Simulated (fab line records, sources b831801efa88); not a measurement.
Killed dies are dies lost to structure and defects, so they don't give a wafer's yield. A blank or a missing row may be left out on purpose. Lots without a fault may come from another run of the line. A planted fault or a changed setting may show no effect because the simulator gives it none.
Problem report in the 8D (eight disciplines) form, filled by code | flow gf180mcu | the parts of the form that need people (team, actions taken, sign-off) are left out

1. THE PROBLEM
DUAL_GATE_OXIDATION_00_THK at GF_DUAL_GATE_THK_MEAS_03 reads a mean of 15.09 nm on 6 wafers of 2 lots; wafers without a fault read 10.82 nm with a standard deviation of 0.23. That is +19 standard deviations from the usual mean.
First seen on wafer L729.2, day 9 15:06, on film_metro-02. The record holds 36 wafers of 12 lots with a number at this step. Rule for "out", or "out of limits": more than 4 standard deviations from the usual mean. The other wafers with a number count as sound.

2. WHAT IT IS AND WHAT IT IS NOT
question                    | is                           | is not
which readings at this step | DUAL_GATE_OXIDATION_00_THK   | -
which lots                  | L729, L731                   | L725, L727, L728, L730, L733, L737, L738, L742, L744, L745
which wafers of those lots  | all that have a number       | -
read on which gauges        | film_metro-02, film_metro-03 | film_metro-01
when                        | from day 9 15:06             | up to then (9 sound wafers); but 21 sound wafers of L730, L733, L737, L738, L742, L744, L745 came after

3. SUSPECTS, AND WHAT RULES EACH OUT
Counting: a tool at a process step up to the reading stays a suspect if it ran every lot that is out and no sound lot after the first of them.
- the gauge at GF_DUAL_GATE_THK_MEAS_03: ruled out. The wafers that are out were read on 2 gauges (film_metro-02, film_metro-03).
- plasma_asher-02 at GF_VT_IMPLANT_STRIP_20 (strips in O2/N2): kept. It ran every lot that is out, first L729 (day 8 02:42), and no sound lot after that.
- furnace-01 at GF_DUAL_GATE_OXIDATION_02 (stabilise 600 s, purge 300 s, target thk 10.887 nm): ruled out as a lasting fault. Sound lots L742, L744, L745 ran on it after its first lot that is out, L729 (day 9 13:38).
Left after counting: plasma_asher-02 at GF_VT_IMPLANT_STRIP_20.

4. THE CAUSE (what the simulator had put in)
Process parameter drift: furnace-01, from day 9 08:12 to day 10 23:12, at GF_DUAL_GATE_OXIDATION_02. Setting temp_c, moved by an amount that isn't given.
Counting ruled it out, wrongly: the rule takes a fault to strike every lot that its tool runs from its start on, and this one did not.

5. THE CHAIN OF EFFECTS, in route order
Each row: a reading whose mean over the struck wafers that have a number lies more than 3 standard deviations from the usual. Only readings for which the record gives a usual standard deviation are gone through. hours: the time from each lot's start at the first step in this table that gives one to its start at this step, as a median over the lots. sigmas: the change in usual standard deviations.
hours | step                      | reading                    | usual    | on struck wafers | change | sigmas
0     | GF_DUAL_GATE_OXIDATION_02 | spike_tc_bottom_C          | 913.7 C  | 944.8            | +31.1  | +35
0     | GF_DUAL_GATE_OXIDATION_02 | spike_tc_centre_C          | 899.7 C  | 930.1            | +30.4  | +31
0     | GF_DUAL_GATE_OXIDATION_02 | spike_tc_lower_C           | 900.4 C  | 930.9            | +30.5  | +31
0     | GF_DUAL_GATE_OXIDATION_02 | spike_tc_top_C             | 907.7 C  | 940.1            | +32.4  | +15
0     | GF_DUAL_GATE_OXIDATION_02 | spike_tc_upper_C           | 901.5 C  | 932.5            | +31.0  | +34
0     | GF_DUAL_GATE_OXIDATION_02 | tube_center_temp_C         | 900 C    | 931              | +31    | +99 or more
0     | GF_DUAL_GATE_OXIDATION_02 | tube_center_temp_C_max     | 902.3    | 932.9            | +30.6  | +81
0     | GF_DUAL_GATE_OXIDATION_02 | zone_power_centre_pct      | 18.85 %  | 20.24            | +1.39  | +6.3
1     | GF_DUAL_GATE_THK_MEAS_03  | DUAL_GATE_OXIDATION_00_THK | 10.82 nm | 15.09            | +4.27  | +19
The process steps in it:
- GF_DUAL_GATE_OXIDATION_02: stabilise 600 s, purge 300 s, target thk 10.887 nm.
Later measuring or inspecting steps at which every struck wafer that the step has a row for has a number for every such reading, and none has moved that far: GF_POLY_GATE_CD_MEAS_18.

6. WHAT WOULD HAVE CAUGHT IT SOONER
In this record the first reading out of limits at a measuring or inspecting step was taken at day 9 15:06, 7 hours after the fault began at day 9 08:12.
The tool's own readings at GF_DUAL_GATE_OXIDATION_02 were out on every struck wafer that the step has a row for (spike_tc_bottom_C, spike_tc_centre_C, spike_tc_lower_C, spike_tc_top_C, spike_tc_upper_C, tube_center_temp_C, tube_center_temp_C_max, zone_power_centre_pct): an alarm limit on them would have fired on the first of those.
